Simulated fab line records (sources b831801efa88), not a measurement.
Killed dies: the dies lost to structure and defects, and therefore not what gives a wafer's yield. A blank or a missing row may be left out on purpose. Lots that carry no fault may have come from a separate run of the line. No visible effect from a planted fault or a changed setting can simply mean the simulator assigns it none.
Which tool did it? || flow sky130 || Sampling: 9 lots, 27 wafers, 6 of 708 route steps

== WHAT THE GAUGES SHOWED, per wafer ==
SKY_VIA3_RS_MEAS_22: the measuring method here is four-point-probe.
{"lot": "L762", "measured": "day 40 13:10", "on": "filmMetro-03", "VIA3_W_RS (ohm/sq)": "0.290 0.300 0.290"}
{"lot": "L763", "measured": "day 41 03:04", "on": "filmMetro-02", "VIA3_W_RS (ohm/sq)": "0.289 0.301 0.292"}
{"lot": "L764", "measured": "day 41 04:47", "on": "filmMetro-02", "VIA3_W_RS (ohm/sq)": "0.303 0.291 0.305"}
{"lot": "L770", "measured": "day 43 00:08", "on": "filmMetro-03", "VIA3_W_RS (ohm/sq)": "0.298 0.290 0.302"}
{"lot": "L771", "measured": "day 43 03:28", "on": "filmMetro-04", "VIA3_W_RS (ohm/sq)": "0.293 0.297 0.295"}
{"lot": "L775", "measured": "day 44 08:11", "on": "filmMetro-04", "VIA3_W_RS (ohm/sq)": "0.305 0.291 0.304"}
{"lot": "L778", "measured": "day 46 07:20", "on": "filmMetro-02", "VIA3_W_RS (ohm/sq)": "0.295 0.298 0.295"}
{"lot": "L779", "measured": "day 46 08:41", "on": "filmMetro-04", "VIA3_W_RS (ohm/sq)": "0.297 0.295 0.300"}
{"lot": "L777", "measured": "day 46 11:08", "on": "filmMetro-04", "VIA3_W_RS (ohm/sq)": "0.294 0.294 0.294"}

SKY_VIA3_THK_MEAS_23: measures by xrf.
{"lot": "L762", "measured": "day 40 13:17", "on": "filmMetro-03", "VIA3_W_THK (nm)": "393 381 391"}
{"lot": "L763", "measured": "day 41 03:10", "on": "filmMetro-02", "VIA3_W_THK (nm)": "394 379 391"}
{"lot": "L764", "measured": "day 41 04:55", "on": "filmMetro-02", "VIA3_W_THK (nm)": "375 394 376"}
{"lot": "L770", "measured": "day 43 00:15", "on": "filmMetro-03", "VIA3_W_THK (nm)": "377 390 372"}
{"lot": "L771", "measured": "day 43 03:35", "on": "filmMetro-04", "VIA3_W_THK (nm)": "383 378 380"}
{"lot": "L775", "measured": "day 44 08:17", "on": "filmMetro-04", "VIA3_W_THK (nm)": "369 387 369"}
{"lot": "L778", "measured": "day 46 07:26", "on": "filmMetro-02", "VIA3_W_THK (nm)": "386 385 388"}
{"lot": "L779", "measured": "day 46 08:48", "on": "filmMetro-04", "VIA3_W_THK (nm)": "378 381 376"}
{"lot": "L777", "measured": "day 46 11:15", "on": "filmMetro-04", "VIA3_W_THK (nm)": "384 382 384"}

SKY_CAP2M_RS_MEAS_03: the measuring method here is four-point-probe.
{"lot": "L762", "measured": "day 40 14:00", "on": "filmMetro-04", "CAP2M_TIN_RS (ohm/sq)": "6.91 6.94 6.91"}
{"lot": "L763", "measured": "day 41 03:53", "on": "filmMetro-02", "CAP2M_TIN_RS (ohm/sq)": "6.99 6.99 6.91"}
{"lot": "L764", "measured": "day 41 05:37", "on": "filmMetro-01", "CAP2M_TIN_RS (ohm/sq)": "6.89 7.02 7.02"}
{"lot": "L770", "measured": "day 43 00:58", "on": "filmMetro-01", "CAP2M_TIN_RS (ohm/sq)": "7.05 13.11 12.64 7.06 13.11 12.62"}
{"lot": "L771", "measured": "day 43 04:17", "on": "filmMetro-02", "CAP2M_TIN_RS (ohm/sq)": "12.93 6.90 13.03 12.97 6.93 13.00"}
{"lot": "L775", "measured": "day 44 09:00", "on": "filmMetro-04", "CAP2M_TIN_RS (ohm/sq)": "6.85 6.77 6.88"}
{"lot": "L778", "measured": "day 46 08:19", "on": "filmMetro-04", "CAP2M_TIN_RS (ohm/sq)": "6.88 6.92 6.91"}
{"lot": "L779", "measured": "day 46 09:30", "on": "filmMetro-04", "CAP2M_TIN_RS (ohm/sq)": "7.08 6.88 6.95"}
{"lot": "L777", "measured": "day 46 11:58", "on": "filmMetro-01", "CAP2M_TIN_RS (ohm/sq)": "6.94 6.89 6.88"}

SKY_CAP2M_THK_MEAS_04: measures by xrf.
{"lot": "L762", "measured": "day 40 14:07", "on": "filmMetro-04", "CAP2M_TIN_THK (nm)": "197.9 198.1 197.8"}
{"lot": "L763", "measured": "day 41 04:00", "on": "filmMetro-02", "CAP2M_TIN_THK (nm)": "198.8 198.9 201.0"}
{"lot": "L764", "measured": "day 41 05:44", "on": "filmMetro-01", "CAP2M_TIN_THK (nm)": "198.9 196.1 195.4"}
{"lot": "L770", "measured": "day 43 04:45", "on": "filmMetro-01", "CAP2M_TIN_THK (nm)": "196.7 107.6 111.1 195.8 107.4 111.2"}
{"lot": "L771", "measured": "day 43 11:50", "on": "filmMetro-02", "CAP2M_TIN_THK (nm)": "108.5 200.3 108.5 109.4 199.3 108.6"}
{"lot": "L775", "measured": "day 44 09:07", "on": "filmMetro-04", "CAP2M_TIN_THK (nm)": "201.3 203.0 199.7"}
{"lot": "L778", "measured": "day 46 08:25", "on": "filmMetro-04", "CAP2M_TIN_THK (nm)": "199.3 197.9 199.1"}
{"lot": "L779", "measured": "day 46 09:37", "on": "filmMetro-04", "CAP2M_TIN_THK (nm)": "193.4 199.3 195.9"}
{"lot": "L777", "measured": "day 46 12:05", "on": "filmMetro-01", "CAP2M_TIN_THK (nm)": "200.0 200.8 200.4"}

== EACH LOT AND THE TOOL THAT RAN IT (in order: tool; ch and the chambers of the sampled wafers; start) ==
{"lot": "L762", "SKY_VIA3_SPUTTER_20": "pvdSputter-04, day 40 12:59", "SKY_CAP2M_SPUTTER_02": "pvdSputter-03, day 40 13:53"}
{"lot": "L763", "SKY_VIA3_SPUTTER_20": "pvdSputter-03, day 41 02:52", "SKY_CAP2M_SPUTTER_02": "pvdSputter-02, day 41 03:46"}
{"lot": "L764", "SKY_VIA3_SPUTTER_20": "pvdSputter-03, day 41 04:36", "SKY_CAP2M_SPUTTER_02": "pvdSputter-03, day 41 05:30"}
{"lot": "L770", "SKY_VIA3_SPUTTER_20": "pvdSputter-03, day 42 23:56", "SKY_CAP2M_SPUTTER_02": "pvdSputter-03, day 43 00:50"}
{"lot": "L771", "SKY_VIA3_SPUTTER_20": "pvdSputter-02, day 43 03:17", "SKY_CAP2M_SPUTTER_02": "pvdSputter-03, day 43 04:11"}
{"lot": "L775", "SKY_VIA3_SPUTTER_20": "pvdSputter-02, day 44 07:58", "SKY_CAP2M_SPUTTER_02": "pvdSputter-01, day 44 08:52"}
{"lot": "L778", "SKY_VIA3_SPUTTER_20": "pvdSputter-02, day 46 07:07", "SKY_CAP2M_SPUTTER_02": "pvdSputter-02, day 46 08:10"}
{"lot": "L779", "SKY_VIA3_SPUTTER_20": "pvdSputter-04, day 46 08:29", "SKY_CAP2M_SPUTTER_02": "pvdSputter-03, day 46 09:23"}
{"lot": "L777", "SKY_VIA3_SPUTTER_20": "pvdSputter-04, day 46 10:56", "SKY_CAP2M_SPUTTER_02": "pvdSputter-02, day 46 11:50"}
- SKY_VIA3_SPUTTER_20: material TiN, target thk 20 nm, time 80 s.
- SKY_CAP2M_SPUTTER_02: material TiN, target thk 200 nm, time 166.7 s.

== AS READ BY THE TOOLS THEMSELVES (means over the sampled wafers that have a number; for cases with no such wafer, the mark the record gives instead) ==
SKY_VIA3_SPUTTER_20.
{"lot": "L762", "tool": "pvdSputter-04", "cathodeDcPowerW (W)": 4000.0, "chamberPressurePa (Pa)": 4.999, "throttleValvePct (%)": 30.6}
{"lot": "L763", "tool": "pvdSputter-03", "cathodeDcPowerW (W)": 4000.4, "chamberPressurePa (Pa)": 5.002, "throttleValvePct (%)": 30.1}
{"lot": "L764", "tool": "pvdSputter-03", "cathodeDcPowerW (W)": 3999.5, "chamberPressurePa (Pa)": 5.006, "throttleValvePct (%)": 30.1}
{"lot": "L770", "tool": "pvdSputter-03", "cathodeDcPowerW (W)": 3999.5, "chamberPressurePa (Pa)": 5.006, "throttleValvePct (%)": 29.7}
{"lot": "L771", "tool": "pvdSputter-02", "cathodeDcPowerW (W)": 3999.9, "chamberPressurePa (Pa)": 4.990, "throttleValvePct (%)": 30.5}
{"lot": "L775", "tool": "pvdSputter-02", "cathodeDcPowerW (W)": 3999.9, "chamberPressurePa (Pa)": 4.994, "throttleValvePct (%)": 29.7}
{"lot": "L778", "tool": "pvdSputter-02", "cathodeDcPowerW (W)": 4000.1, "chamberPressurePa (Pa)": 4.991, "throttleValvePct (%)": 30.6}
{"lot": "L779", "tool": "pvdSputter-04", "cathodeDcPowerW (W)": 4000.1, "chamberPressurePa (Pa)": 4.992, "throttleValvePct (%)": 29.9}
{"lot": "L777", "tool": "pvdSputter-04", "cathodeDcPowerW (W)": 4000.0, "chamberPressurePa (Pa)": 5.004, "throttleValvePct (%)": 30.3}

SKY_CAP2M_SPUTTER_02.
{"lot": "L762", "tool": "pvdSputter-03", "cathodeDcPowerW (W)": 6499.3, "chamberPressurePa (Pa)": 0.4004, "throttleValvePct (%)": 30.1}
{"lot": "L763", "tool": "pvdSputter-02", "cathodeDcPowerW (W)": 6499.8, "chamberPressurePa (Pa)": 0.3997, "throttleValvePct (%)": 31.2}
{"lot": "L764", "tool": "pvdSputter-03", "cathodeDcPowerW (W)": 6500.5, "chamberPressurePa (Pa)": 0.4000, "throttleValvePct (%)": 29.9}
{"lot": "L770", "tool": "pvdSputter-03", "cathodeDcPowerW (W)": 6500.2, "chamberPressurePa (Pa)": 0.4003, "throttleValvePct (%)": 30.1}
{"lot": "L771", "tool": "pvdSputter-03", "cathodeDcPowerW (W)": 6500.2, "chamberPressurePa (Pa)": 0.4011, "throttleValvePct (%)": 30.3}
{"lot": "L775", "tool": "pvdSputter-01", "cathodeDcPowerW (W)": 6499.7, "chamberPressurePa (Pa)": 0.3994, "throttleValvePct (%)": 30.3}
{"lot": "L778", "tool": "pvdSputter-02", "cathodeDcPowerW (W)": 6499.4, "chamberPressurePa (Pa)": 0.3996, "throttleValvePct (%)": 29.8}
{"lot": "L779", "tool": "pvdSputter-03", "cathodeDcPowerW (W)": 6499.1, "chamberPressurePa (Pa)": 0.4002, "throttleValvePct (%)": 30.0}
{"lot": "L777", "tool": "pvdSputter-02", "cathodeDcPowerW (W)": 6500.9, "chamberPressurePa (Pa)": 0.3990, "throttleValvePct (%)": 30.8}

== THE ANSWER, worked out from the rows above alone ==
Rule: what is usual is taken from the lots themselves. The widest of any qualifying gaps counts: lots, ordered by their means at a reading, are off when they make up no more than a third of the lots, leave a main group of 4 or more, and stand apart from it by 3 or more times the standard deviation of that group's means. If all means in a main group match to the digits the tables above print for the reading, that group is not used. Also off: a lot with no number at a reading for which 4 or more lots have one. Any other lot the step has rows for is counted as sound. After the gauges, taken in route order, come the tools' own readings; for these a lot's mean is taken, as printed above. The first step at which some lot is off is used, and at that step the reading that is off furthest; a lot without a number counts as furthest.
Off: L770, L771, seen at SKY_CAP2M_RS_MEAS_03 (CAP2M_TIN_RS). For the main group the mean is 6.92 ohm/sq and the standard deviation 0.047.
If a tool, at a process step before that reading, ran all the lots that are off and no sound lot after the first of them, it fits. The gauges at SKY_CAP2M_RS_MEAS_03 are tried like those tools. Not one of the candidates tried fits.

== WHAT WAS PUT IN BY THE SIMULATOR ==
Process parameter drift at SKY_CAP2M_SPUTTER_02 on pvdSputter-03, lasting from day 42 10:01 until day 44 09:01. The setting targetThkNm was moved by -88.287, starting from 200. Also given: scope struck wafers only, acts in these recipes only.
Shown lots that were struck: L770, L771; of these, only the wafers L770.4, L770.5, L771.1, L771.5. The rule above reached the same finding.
